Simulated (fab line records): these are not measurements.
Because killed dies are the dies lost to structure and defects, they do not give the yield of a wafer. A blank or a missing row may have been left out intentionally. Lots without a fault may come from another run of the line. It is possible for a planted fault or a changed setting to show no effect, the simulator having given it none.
The tool behind it: which one?	flow sky130	13 lots with 39 wafers sampled at 4 steps, on a route of 708 steps

## WHAT THE GAUGES SHOWED, per wafer
SKY_PASSIVATION_THK_MEAS_01. Usual: PASSIVATION_CVD_00_THK typically reads 89.8 nm, with standard deviation 1.2.
lot	measured	on	PASSIVATION_CVD_00_THK (nm)	flag
L475	day 45 16:09	film-metro-03	88.5 90.0 89.6	
L479	day 46 08:55	film-metro-02	87.8 89.6 90.4	
L480	day 46 11:34	film-metro-03	88.4 89.4 88.9	
L484	day 46 12:30	film-metro-03	89.4 92.1 90.6	
L483	day 46 12:31	film-metro-04	89.6 91.3 90.2	
L482	day 46 14:06	film-metro-03	89.3 90.9 92.7	
L485	day 46 14:23	film-metro-04	90.5 88.6 92.5	
L488	day 46 19:33	film-metro-04	89.0 90.8 89.3	
L487	day 46 21:11	film-metro-02	88.1 91.5 90.7	
L489	day 50 15:37	film-metro-02	88.5 90.6 90.6	
L493	day 51 00:39	film-metro-03	88.8 91.5 89.8	
L496	day 51 04:34	film-metro-04	90.7 90.9 90.9	
L494	day 51 07:21	film-metro-02	89.3 90.2 91.5	

SKY_PASSIVATION_THK_MEAS_03. Usual: PASSIVATION_CVD_02_THK typically reads 543 nm, with standard deviation 8.
lot	measured	on	PASSIVATION_CVD_02_THK (nm)	flag
L475	day 45 16:26	film-metro-02	546 536 554	
L479	day 46 09:13	film-metro-04	541 553 550	
L480	day 46 11:50	film-metro-03	538 549 540	
L484	day 46 12:47	film-metro-02	552 541 543	
L483	day 46 12:47	film-metro-03	533 540 545	
L482	day 46 14:23	film-metro-03	554 550 554	
L485	day 46 14:40	film-metro-03	535 552 541	
L488	day 46 19:50	film-metro-04	544 549 552	
L487	day 46 21:28	film-metro-03	534 544 560	
L489	day 50 15:55	film-metro-03	528 546 547	
L493	day 51 00:56	film-metro-04	535 534 550	
L496	day 51 04:58	film-metro-03	542 537 549	
L494	day 51 07:38	film-metro-02	546 535 556	

## WHICH TOOL RAN EACH LOT (tool, then ch and the chambers of the sampled wafers, then the start)
lot	SKY_VIA4_EXPOSE_08	SKY_PASSIVATION_CVD_00
L475	iline-stepper-02 ch 0, day 44 03:06	pecvd-02 ch 0,2, day 45 16:08
L479	iline-stepper-01 ch 0, day 44 21:56	pecvd-03 ch 0,1,2, day 46 08:53
L480	iline-stepper-01 ch 0, day 45 00:52	pecvd-02 ch 0,1,2, day 46 11:32
L484	iline-stepper-02 ch 0, day 45 01:07	pecvd-02 ch 0,1,2, day 46 12:28
L483	iline-stepper-01 ch 0, day 45 01:21	pecvd-04 ch 0,1,2, day 46 12:29
L482	iline-stepper-02 ch 0, day 45 02:43	pecvd-04 ch 0,2, day 46 14:04
L485	iline-stepper-01 ch 0, day 45 02:58	pecvd-02 ch 0,1, day 46 14:22
L488	iline-stepper-01 ch 0, day 45 08:37	pecvd-03 ch 0,1, day 46 19:31
L487	iline-stepper-02 ch 0, day 45 09:40	pecvd-02 ch 0,1,2, day 46 21:09
L489	iline-stepper-02 ch 0, day 49 11:25	pecvd-04 ch 1,2, day 50 15:35
L493	iline-stepper-02 ch 0, day 49 20:21	pecvd-03 ch 0, day 51 00:35
L496	iline-stepper-02 ch 0, day 49 23:57	pecvd-04 ch 1,2, day 51 04:31
L494	iline-stepper-02 ch 0, day 50 04:01	pecvd-03 ch 0, day 51 07:19
- SKY_VIA4_EXPOSE_08: exposes mask VIM4, target cd 800 nm.
- SKY_PASSIVATION_CVD_00: deposits SiO2, target thk 90 nm.

## WHAT THE TOOLS THEMSELVES READ (means of the sampled wafers that have a number; where no wafer has one, the mark that the record gives instead)
SKY_PASSIVATION_CVD_00. Usual: heater-power-w at 656 W, with a standard deviation of 65.
lot	tool	heater-power-w (W)	flag
L475	pecvd-02	613	
L479	pecvd-03	667	
L480	pecvd-02	620	
L484	pecvd-02	648	
L483	pecvd-04	679	
L482	pecvd-04	643	
L485	pecvd-02	662	
L488	pecvd-03	663	
L487	pecvd-02	661	
L489	pecvd-04	679	
L493	pecvd-03	566	
L496	pecvd-04	725	
L494	pecvd-03	574	

## THE ANSWER, worked out from the rows above alone
Rule: lot off if the mean of its wafers having a number is beyond 3 standard deviations from the usual mean. A lot without any number at a reading at which 4 lots or more have one is off too. All remaining lots with rows at the step are treated as sound. After the gauges, taken in route order, come the tools' own readings; for these a lot's mean is taken, as printed above. At the first step where some lot is off, the reading lying furthest off is the one used; lots without a number count as furthest.
Across all readings shown, no lot is off: no conclusion can be drawn from this.

## WHAT THE SIMULATOR HAD INSERTED
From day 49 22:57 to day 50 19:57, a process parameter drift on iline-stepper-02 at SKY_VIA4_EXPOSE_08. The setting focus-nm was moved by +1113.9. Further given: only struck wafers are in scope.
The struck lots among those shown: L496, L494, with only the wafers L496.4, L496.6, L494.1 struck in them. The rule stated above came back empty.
